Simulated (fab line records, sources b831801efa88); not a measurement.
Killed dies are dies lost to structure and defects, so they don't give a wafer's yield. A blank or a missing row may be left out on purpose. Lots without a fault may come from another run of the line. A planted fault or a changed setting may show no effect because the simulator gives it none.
A struck lot beside a sound one | flow sky130 | 14 steps out of a route of 708
Sound: wafers L928.2, L928.4, L928.6. Struck: wafers L942.1, L942.4, L942.5. The cause comes at the end.
At each step with rows: each side's tool, then ch and its chambers, then its first start. Under that, the readings that differ: sound wafers | struck wafers | difference of the means | sigmas: that difference in standard deviations of wafers without a fault.
alike: readings whose means differ by less than 2 such deviations, and words and numbers that are the same on both sides. not compared: withheld readings, readings that some wafer has no value for, bounds like >300 that may hide the same value, and numbers for which the record gives no deviation and whose values overlap.
The two part at a step that has a row with sigmas, a row that says differs or no value, or rows on one side only. Numbers that don't overlap but have no deviation are shown without sigmas and don't part them. A reading that every wafer of one side lacks parts them only if that side has two wafers or more.

SKY_METAL2_SPUTTER_02: material AlCu, target thk 250 nm, time 13.3 s.
  sound on pvd_sputter-03, day 33 22:58; struck on pvd_sputter-02, day 38 08:34
  alike: throttle_valve_pct
SKY_METAL2_SPUTTER_03: material Ti, target thk 5 nm, time 3.3 s.
  sound on pvd_sputter-03, day 33 22:59; struck on pvd_sputter-02, day 38 08:35
  alike: throttle_valve_pct
SKY_METAL2_SPUTTER_04: material TiN, target thk 70 nm, time 58.3 s.
  sound on pvd_sputter-03, day 33 23:01; struck on pvd_sputter-02, day 38 08:36
  alike: throttle_valve_pct
SKY_METAL2_RS_MEAS_05: measures by four-point-probe.
  sound on film_metro-01, day 33 23:05; struck on film_metro-01, day 38 08:39
  alike: METAL2_ALCU_RS
SKY_METAL2_THK_MEAS_06: measures by xrf.
  sound on film_metro-01, day 33 23:11; struck on film_metro-01, day 38 08:46
  alike: METAL2_ALCU_THK
then, 7 steps without rows for these wafers: SKY_METAL2_DEHYDRATE_07 (time 60 s); SKY_METAL2_HMDS_08 (prime time 60 s); SKY_METAL2_COAT_09 (resist thk 60 nm); SKY_METAL2_COAT_10 (resist thk 450 nm); SKY_METAL2_SOFTBAKE_11 (time 90 s); SKY_METAL2_EXPOSE_12 (exposes mask MM2, target cd 140 nm); SKY_METAL2_PEB_13.
SKY_METAL2_DEVELOP_14: develop time 60 s.
  sound on litho_track-03 ch 0, day 35 01:00; struck on litho_track-04, day 39 09:00
  no value came back on the struck wafers for chill_plate_temp_C (C), develop_time_s (s); on the sound wafers chill_plate_temp_C (C) reads 22.99 22.95 22.98
  reading                                       | sound         | struck            | difference | sigmas
  model.KrF-thick_of_METAL2_COAT_10.thk_nm (nm) | 434 436 434.8 | 451.4 449.8 451.7 | +16.0      |
SKY_METAL2_CD_MEAS_15: target cd 140 nm.
  sound on cd_sem-02, day 35 01:26; struck on cd_sem-01, day 39 09:40
  reading    | sound             | struck | difference                    | sigmas
  cd_nm (nm) | 139.7 141.6 141.5 | - - -  | no value on the struck wafers |

WHERE THEY PART
First at SKY_METAL2_DEVELOP_14; last, within this record, at SKY_METAL2_CD_MEAS_15.

WHY: what the simulator had put in
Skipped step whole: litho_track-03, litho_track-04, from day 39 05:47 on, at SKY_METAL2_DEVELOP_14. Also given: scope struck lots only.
